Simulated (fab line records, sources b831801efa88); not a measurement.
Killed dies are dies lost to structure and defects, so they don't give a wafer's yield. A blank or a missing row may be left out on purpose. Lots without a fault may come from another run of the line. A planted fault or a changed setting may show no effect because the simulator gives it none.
Which tool did it? | flow sky130 | 11 lots, 33 wafers sampled, at 4 steps of a route of 708

WHAT THE GAUGES READ, wafer by wafer
SKY_VIA2_THK_MEAS_01. Usual: VIA2_HDPCVD_THK 1176 nm, standard deviation 14.
lot  | measured     | on            | VIA2_HDPCVD_THK (nm) | flag
L531 | day 35 13:17 | film_metro-03 | 1184 1186 1180       |
L532 | day 35 18:31 | film_metro-01 | 1186 1188 1164       |
L534 | day 36 14:44 | film_metro-03 | 1190 1173 1172       |
L535 | day 37 03:45 | film_metro-03 | 1193 1178 1180       |
L538 | day 37 14:23 | film_metro-04 | 1183 1159 1189       |
L540 | day 38 09:30 | film_metro-01 | 1172 1175 1173       |
L541 | day 38 12:48 | film_metro-01 | 1181 1191 1196       |
L544 | day 39 15:29 | film_metro-04 | 1197 1173 1206       |
L545 | day 39 17:30 | film_metro-04 | 1160 1163 1176       |
L549 | day 41 03:08 | film_metro-04 | 1169 1169 1165       |
L553 | day 41 21:59 | film_metro-01 | 1178 1165 1192       |

WHICH TOOL RAN EACH LOT (tool, then ch and the chambers of the sampled wafers, then the start)
lot  | SKY_CONTACT_CMP_27            | SKY_METAL1_DESCUM_17              | SKY_METAL2_EXPOSE_12
L531 | cmp-02 ch 0,1,2, day 31 22:54 | rie_metal-04 ch 0,1, day 33 03:26 | krf_scanner-01 ch 0, day 34 23:41
L532 | cmp-02 ch 2,3, day 32 05:53   | rie_metal-02 ch 0,1, day 33 09:52 | krf_scanner-02 ch 0, day 35 04:37
L534 | cmp-02 ch 0,1,3, day 33 02:04 | rie_metal-04 ch 0,1, day 34 05:16 | krf_scanner-02 ch 0, day 35 23:59
L535 | cmp-02 ch 0,1, day 33 15:58   | rie_metal-02 ch 0,1, day 34 19:01 | krf_scanner-02 ch 0, day 36 13:51
L538 | cmp-01 ch 0,1,3, day 34 02:59 | rie_metal-02 ch 0,1, day 35 05:52 | krf_scanner-01 ch 0, day 37 00:05
L540 | cmp-02 ch 1,3, day 34 23:38   | rie_metal-02 ch 0,1, day 36 02:01 | krf_scanner-01 ch 0, day 37 19:30
L541 | cmp-01 ch 2,3, day 35 02:07   | rie_metal-01 ch 0,1, day 36 05:31 | krf_scanner-01 ch 0, day 37 23:01
L544 | cmp-02 ch 0,1,3, day 36 06:16 | rie_metal-04 ch 0,1, day 37 08:38 | krf_scanner-02 ch 0, day 39 01:30
L545 | cmp-02 ch 0,2, day 36 07:38   | rie_metal-02 ch 1, day 37 10:37   | krf_scanner-01 ch 0, day 39 04:17
L549 | cmp-01 ch 0,1,3, day 37 19:10 | rie_metal-01 ch 1, day 38 21:32   | krf_scanner-02 ch 0, day 40 14:41
L553 | cmp-02 ch 1,2,3, day 38 15:33 | rie_metal-01 ch 1, day 39 17:10   | krf_scanner-02 ch 0, day 41 09:23
- SKY_CONTACT_CMP_27: polishes, stops on SiO2, t overpolish 15 s, target thk 0 nm.
- SKY_METAL1_DESCUM_17: chemistry O2, time 8 s.
- SKY_METAL2_EXPOSE_12: exposes mask MM2, target cd 140 nm.

WHAT THE TOOLS THEMSELVES READ (means of the sampled wafers that have a number; where no wafer has one, the mark that the record gives instead)
SKY_CONTACT_CMP_27. Usual: motor_current_A 10.9 A, standard deviation 0.74; overpolish_run_s 15.000 s, standard deviation 0.0091; retaining_ring_pressure_frac 1.000, standard deviation 0.0049; time_to_endpoint_s 82 s, standard deviation 4.8.
lot  | tool   | motor_current_A (A) | overpolish_run_s (s) | retaining_ring_pressure_frac | time_to_endpoint_s (s) | flag
L531 | cmp-02 | 11.0                | 15.004               | 0.999                        | 82                     |
L532 | cmp-02 | 10.3                | 15.002               | 1.000                        | 83                     |
L534 | cmp-02 | 10.6                | 15.006               | 0.999                        | 88                     |
L535 | cmp-02 | 11.5                | 14.995               | 1.004                        | 84                     |
L538 | cmp-01 | 11.5                | 14.999               | 1.002                        | 83                     |
L540 | cmp-02 | 10.0                | 15.000               | 0.999                        | 81                     |
L541 | cmp-01 | 11.0                | 14.991               | 0.995                        | 87                     |
L544 | cmp-02 | 10.7                | 15.002               | 0.999                        | 80                     |
L545 | cmp-02 | 11.4                | 15.003               | 0.999                        | 87                     |
L549 | cmp-01 | 11.3                | 15.007               | 1.000                        | 89                     |
L553 | cmp-02 | 10.3                | 14.996               | 0.999                        | 77                     |

SKY_METAL1_DESCUM_17. Usual: drypump_motor_current_A 5.6 A, standard deviation 0.47; oes_product_au 0.997 a.u., standard deviation 0.011; rf_fwd_power_W 146.7 W, standard deviation 0.72.
lot  | tool         | drypump_motor_current_A (A) | oes_product_au (a.u.) | rf_fwd_power_W (W) | flag
L531 | rie_metal-04 | 5.4                         | 0.992                 | 146.7              |
L532 | rie_metal-02 | 5.6                         | 1.003                 | 146.6              |
L534 | rie_metal-04 | 5.5                         | 1.012                 | 147.0              |
L535 | rie_metal-02 | 5.6                         | 0.985                 | 146.3              |
L538 | rie_metal-02 | 5.9                         | 1.000                 | 146.1              |
L540 | rie_metal-02 | 6.0                         | 0.996                 | 146.7              |
L541 | rie_metal-01 | 5.4                         | 0.991                 | 146.6              |
L544 | rie_metal-04 | 5.6                         | 1.001                 | 147.2              |
L545 | rie_metal-02 | 6.4                         | 1.005                 | 146.2              |
L549 | rie_metal-01 | 5.2                         | 0.994                 | 146.4              |
L553 | rie_metal-01 | 5.2                         | 0.995                 | 147.0              |

SKY_METAL2_EXPOSE_12. Usual: exposure_dose_mJ_cm2 28.005, standard deviation 0.029; focus_offset_nm 0.0 nm, standard deviation 0.49.
lot  | tool           | exposure_dose_mJ_cm2 | focus_offset_nm (nm) | flag
L531 | krf_scanner-01 | 28.044               | 0.0                  |
L532 | krf_scanner-02 | 27.992               | -0.1                 |
L534 | krf_scanner-02 | 27.994               | 0.0                  |
L535 | krf_scanner-02 | 27.999               | -0.1                 |
L538 | krf_scanner-01 | 27.993               | 0.1                  |
L540 | krf_scanner-01 | 28.057               | -0.0                 |
L541 | krf_scanner-01 | 28.592               | -0.3                 | OFF
L544 | krf_scanner-02 | 28.033               | 0.1                  |
L545 | krf_scanner-01 | 28.494               | -0.1                 | OFF
L549 | krf_scanner-02 | 27.974               | -0.1                 |
L553 | krf_scanner-02 | 28.017               | 0.5                  |

THE ANSWER, worked out from the rows above alone
Rule: a lot is off if the mean of its wafers that have a number lies more than 3 standard deviations from the usual mean. A lot without any number at a reading at which 4 lots or more have one is off too. The other lots that the step has rows for count as sound. The gauges are gone through in route order, then the tools' own readings, and for those a lot's mean is taken as printed above. The first step at which some lot is off is used, and at that step the reading that is off furthest; a lot without a number counts as furthest.
Off: L541, L545, at SKY_METAL2_EXPOSE_12 (exposure_dose_mJ_cm2).
A tool fits if, at that step or a process step before it, it ran every lot that is off, and no sound lot after the first of them. One fits: krf_scanner-01 at SKY_METAL2_EXPOSE_12. Its last sound lot is L540 (day 37 19:30), its first lot that is off L541 (day 37 23:01): a fault that began between those two fits.
The tool's own readings at SKY_METAL2_EXPOSE_12 bear it out: on the lots that are off they differ by more than 5 times the standard deviation of the sound lots' means. exposure_dose_mJ_cm2 reads 28.543 there against 28.011 on the sound lots.

WHAT THE SIMULATOR HAD PUT IN
Process parameter drift: krf_scanner-01, from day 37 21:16 on, at SKY_METAL2_EXPOSE_12. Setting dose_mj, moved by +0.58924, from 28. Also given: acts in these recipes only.
Lots struck among those shown: L541, L545. The rule above found the same.
